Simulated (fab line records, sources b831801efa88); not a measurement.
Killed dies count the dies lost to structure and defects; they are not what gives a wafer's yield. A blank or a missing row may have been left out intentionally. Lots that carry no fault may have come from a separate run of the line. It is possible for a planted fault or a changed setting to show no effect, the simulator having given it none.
Comparing a struck lot with a sound one -- flow sfq-line -- 21 steps out of a route of 325
Sound: the wafers L907.1, L907.4, L907.5. Struck: wafer L912.5. (L912.4, L912.6 of the same lot were not struck and are left out.) The cause comes at the end.
Each step with rows lists, per side, the tool, then ch with its chambers, then its first start. Under that, the readings that differ: sound wafers -- struck wafers -- difference of the means -- sigmas: that difference in standard deviations of wafers without a fault.
alike: a reading whose means differ by less than 2 such deviations, as well as words and numbers matching on both sides. not compared: withheld readings; readings where some wafer has no value; bounds like >300 that might hide an equal value; numbers whose values overlap and for which the record gives no deviation.
A row with sigmas, a row that says differs or no value, or rows on one side alone: a step with any of these is where the two part. Non-overlapping numbers with no deviation appear without sigmas and do not part them. A reading missing from all wafers of one side parts the sides only when that side holds two or more wafers.

first, 2 steps without rows for these wafers: SFQ_TRILAYER_M6_LITHO_PEB_162 (peb time 60 s); SFQ_TRILAYER_M6_LITHO_DEVELOP_161 (time 60 s).
SFQ_M6_OVL_MEAS_940:
  sound on overlay-01 at day 76 10:19; struck on overlay-02 at day 76 22:49
  alike: M6_OVL
then, 1 step without rows for these wafers: SFQ_TRILAYER_M6_BARC_OPEN_METAL_ETCH_206 (etches BARC in O2, target depth 125 nm, time 41.7 s).
SFQ_TRILAYER_M6_ETCH_METAL_ETCH_162: etches Nb in Cl2/Ar, stops on SiO2, target depth 240 nm, time 120 s.
  sound on rie-metal-03 ch 0,1, day 76 10:25; struck on rie-metal-03 ch 1, day 76 22:56
reading,sound,struck,difference,sigmas
rf-fwd-power-W (W),597.1 596.9 599.7,592.8,-5.1,-2
  alike: bias-w, drypump-motor-current-A, oes-product-au
  not compared: rf-hours-counter-h
then, 2 steps without rows for these wafers: SFQ_TRILAYER_M6_STRIP_STRIP_163 (strips in O2); SFQ_TRILAYER_M6_STRIP_SOLV_CLEAN_164 (cleans in NMP, time 600 s).
SFQ_TRILAYER_I6_DEP_PECVD_165: deposits SiO2 from SiH4/N2O, time 111.11 s, target thk 500 nm.
  sound on pecvd-03 ch 0,2, day 76 11:20; struck on pecvd-02 ch 2, day 76 23:51
  alike: heater-power-w, rf-fwd-power-W, throttle-valve-pct
SFQ_TRILAYER_I6_CMP_CMP_166: polishes SiO2.
  sound on cmp-01 ch 0,1,3, day 76 13:37; struck on cmp-02 ch 1, day 77 01:53
  alike: edge-zone-pressure-frac, motor-current-A, platen-rpm, time-to-endpoint-s
SFQ_I6_BOW_MEAS_941:
  sound on film-metro-02 at day 76 15:37; struck on film-metro-01 at day 77 02:57
  alike: I6_BOW
then, 2 steps without rows for these wafers: SFQ_TRILAYER_I6_METRO_MEASURE_167; SFQ_TRILAYER_I6_VIA_LITHO_COAT_174 (resist thk 62 nm).
SFQ_TRILAYER_I6_VIA_LITHO_COAT_169: resist thk 650 nm.
  sound on litho-track-01 ch 0, day 76 17:14; struck on litho-track-01 ch 0, day 77 04:40
reading,sound,struck,difference,sigmas
exhaust-pa (Pa),43.8 44.3 44.6,46.3,+2.1,+2
model.KrF_of_TRILAYER_I6_VIA_LITHO_COAT_169.thk-nm (nm),650.8 649.6 650.7,671.5,+21.1,
then, 4 steps without rows for these wafers: SFQ_TRILAYER_I6_VIA_LITHO_SOFTBAKE_173; SFQ_TRILAYER_I6_VIA_LITHO_EXPOSE_170 (exposes mask I6, target cd 700 nm); SFQ_TRILAYER_I6_VIA_LITHO_PEB_172 (peb time 60 s); SFQ_TRILAYER_I6_VIA_LITHO_DEVELOP_171 (time 60 s).
SFQ_I6_OVL_MEAS_942:
  sound on overlay-02 at day 76 21:36; struck on overlay-02 at day 77 12:01
  alike: I6_OVL
SFQ_TRILAYER_I6_VIA_BARC_OPEN_VIA_ETCH_235: etches BARC in O2, target depth 125 nm, time 41.7 s.
  sound on rie-diel-03 ch 0,1, day 76 21:38; struck on rie-diel-03 ch 1, day 77 12:02
  alike: bias-w, drypump-motor-current-A, oes-product-au, rf-fwd-power-W
  not compared: rf-hours-counter-h
SFQ_TRILAYER_I6_VIA_ETCH_VIA_ETCH_172: etches SiO2 in CHF3, stops on Nb, target depth 260 nm.
  sound on rie-diel-03 ch 0,1, day 76 21:41; struck on rie-diel-03 ch 1, day 77 12:05
reading,sound,struck,difference,sigmas
model.KrF_of_TRILAYER_I6_VIA_LITHO_COAT_169.thk-nm (nm),528.3 527.2 528.8,548.9,+20.8,
  alike: bias-w, drypump-motor-current-A, oes-product-au, rf-fwd-power-W
SFQ_TRILAYER_I6_VIA_STRIP_STRIP_173: strips in O2.
  sound on rie-metal-01 ch 0,1, day 76 21:47; struck on rie-metal-03 ch 0, day 77 12:23
  alike: drypump-motor-current-A, oes-product-au
  not compared: rf-hours-counter-h

== WHERE THEY PART ==
Last at SFQ_TRILAYER_I6_VIA_LITHO_COAT_169 as far as this record goes, first at SFQ_TRILAYER_M6_ETCH_METAL_ETCH_162. Later steps at which nothing parts them and some readings are alike: SFQ_I6_OVL_MEAS_942, SFQ_TRILAYER_I6_VIA_BARC_OPEN_VIA_ETCH_235, SFQ_TRILAYER_I6_VIA_ETCH_VIA_ETCH_172, SFQ_TRILAYER_I6_VIA_STRIP_STRIP_173.

WHY: what the simulator had put in
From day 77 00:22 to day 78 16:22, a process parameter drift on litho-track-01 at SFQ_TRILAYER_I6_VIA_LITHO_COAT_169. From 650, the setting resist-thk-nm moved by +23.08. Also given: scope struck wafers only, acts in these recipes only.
